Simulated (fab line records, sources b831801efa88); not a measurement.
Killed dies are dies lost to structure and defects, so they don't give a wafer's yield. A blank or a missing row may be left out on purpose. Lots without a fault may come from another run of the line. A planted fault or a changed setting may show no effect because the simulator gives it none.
Problem report in the 8D (eight disciplines) form, filled by code | flow gf180mcu | the parts of the form that need people (team, actions taken, sign-off) are left out

1. THE PROBLEM
VT_IMPLANT_4_TW at GF_VT_IMPLANT_TW_MEAS_43 reads a mean of 669 on 5 wafers of 3 lots; wafers without a fault read 694 with a standard deviation of 4.1. That is -6.1 standard deviations from the usual mean.
First seen on wafer L580.2, day 11 01:56, on film_metro-01. The record holds 37 wafers of 13 lots with a number at this step. Rule for "out", or "out of limits": more than 4 standard deviations from the usual mean. The other wafers with a number count as sound.

2. WHAT IT IS AND WHAT IT IS NOT
question                    | is                                     | is not
which readings at this step | VT_IMPLANT_4_TW                        | -
which lots                  | L580, L581, L587                       | L570, L572, L573, L576, L577, L579, L586, L588, L589, L590
which wafers of those lots  | L580.2, L580.4, L581.2, L581.4, L587.2 | L581.3, L587.6
read on which gauges        | film_metro-01, film_metro-02           | film_metro-04
when                        | from day 11 01:56                      | up to then (18 sound wafers); but 14 sound wafers of L581, L586, L587, L588, L589, L590 came after

3. SUSPECTS, AND WHAT RULES EACH OUT
Counting: a tool at a process step up to the reading stays a suspect if it ran every lot that is out. Sound lots after the first of them don't rule it out here, since some wafers of a struck lot are sound.
- the gauge at GF_VT_IMPLANT_TW_MEAS_43: ruled out. The wafers that are out were read on 2 gauges (film_metro-01, film_metro-02).
- implanter-01 at GF_VT_IMPLANT_IMPLANT_41: kept. It ran every lot that is out, first L580 (day 11 01:43); its last sound lot up to then is L579 (day 10 16:55).
Left after counting: implanter-01 at GF_VT_IMPLANT_IMPLANT_41.

4. THE CAUSE (what the simulator had put in)
Process parameter drift: implanter-01, from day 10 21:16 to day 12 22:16, at GF_VT_IMPLANT_IMPLANT_41. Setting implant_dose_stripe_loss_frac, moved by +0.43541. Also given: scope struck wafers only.
Counting left only this tool.

5. THE CHAIN OF EFFECTS, in route order
Each row: a reading whose mean over the struck wafers that have a number lies more than 3 standard deviations from the usual. Only readings for which the record gives a usual standard deviation are gone through. hours: the time from each lot's start at the first step in this table that gives one to its start at this step, as a median over the lots. sigmas: the change in usual standard deviations.
hours | step                     | reading         | usual | on struck wafers | change | sigmas
0     | GF_VT_IMPLANT_TW_MEAS_43 | VT_IMPLANT_4_TW | 694   | 669              | -25    | -6.1

6. WHAT WOULD HAVE CAUGHT IT SOONER
In this record the first reading out of limits at a measuring or inspecting step was taken at day 11 01:56, 5 hours after the fault began at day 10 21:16.
Of the lots that are out (3), L581, L587 began GF_VT_IMPLANT_IMPLANT_41 on implanter-01 after day 11 01:56. A hold on the tool at that time would have spared those 2.
